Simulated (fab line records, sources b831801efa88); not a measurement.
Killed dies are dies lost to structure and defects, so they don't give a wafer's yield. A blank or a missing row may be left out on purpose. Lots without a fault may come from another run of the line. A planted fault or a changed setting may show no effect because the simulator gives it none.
Chamber matching | flow sky130 | SKY_LI_CONTACT_CMP_02 on cmp-02: 4 sister chambers
The step polishes PSG. 18 wafers are shown with their chamber, then 9 later ones without.

WAFERS WITH THEIR CHAMBER
wafer  | chamber | motor_current_A (A) | time_to_endpoint_s (s)
L590.4 | 1       | 13.1                | 40
L590.5 | 0       | 10.1                | 32
L590.6 | 1       | 12.1                | 37
L591.3 | 0       | 10.9                | 31
L591.4 | 1       | 11.6                | 37
L591.6 | 3       | 11.4                | 36
L594.2 | 1       | 12.4                | 44
L594.3 | 3       | 11.8                | 43
L594.6 | 3       | 11.1                | 42
L596.1 | 3       | 11.2                | 38
L596.2 | 2       | 12.5                | 33
L596.3 | 0       | 10.3                | 31
L597.3 | 2       | 12.5                | 44
L597.4 | 3       | 11.2                | 36
L597.5 | 3       | 11.7                | 38
L598.1 | 2       | 12.7                | 42
L598.4 | 3       | 11.7                | 37
L598.6 | 0       | 10.5                | 30

SIGNATURES (means of the wafers above)
reading            | chamber 0 | chamber 1 | chamber 2 | chamber 3 | scatter within a chamber
motor_current_A    | 10.450    | 12.300    | 12.567    | 11.443    | 0.383
time_to_endpoint_s | 31.00     | 39.50     | 39.67     | 38.57     | 3.29
Rule: a wafer's distance from a chamber is the root of the sum, over the readings, of the square of ((its reading less the chamber's mean) divided by the reading's scatter). The wafer belongs to the nearest chamber; if the next one is less than 2 further off, it can't be placed. The scatter: the root of (the sum of the squares of (reading less its chamber's mean) over the shown wafers, divided by (wafers less chambers)).

WAFERS WITHOUT THEIR CHAMBER
wafer  | motor_current_A (A) | time_to_endpoint_s (s)
L600.1 | 11.5                | 40
L600.3 | 12.1                | 40
L600.5 | 11.7                | 37
L609.1 | 10.9                | 31
L609.2 | 12.8                | 39
L609.3 | 11.7                | 38
L610.3 | 12.4                | 38
L610.4 | 12.7                | 36
L610.5 | 12.5                | 38

WHICH CHAMBER EACH WENT THROUGH
wafer  | from the rows above          | in truth
L600.1 | can't be placed: 3 or 1      | 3
L600.3 | can't be placed: 1 or 2 or 3 | 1
L600.5 | can't be placed: 3 or 1 or 2 | 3
L609.1 | can't be placed: 0 or 3      | 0
L609.2 | can't be placed: 2 or 1      | 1
L609.3 | can't be placed: 3 or 1 or 2 | 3
L610.3 | can't be placed: 1 or 2 or 3 | 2
L610.4 | can't be placed: 2 or 1      | 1
L610.5 | can't be placed: 2 or 1      | 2
Placed correctly: 0 of 9. Can't be placed from these rows: 9 (the true chamber is among the candidates in 9). Placed wrongly: 0.
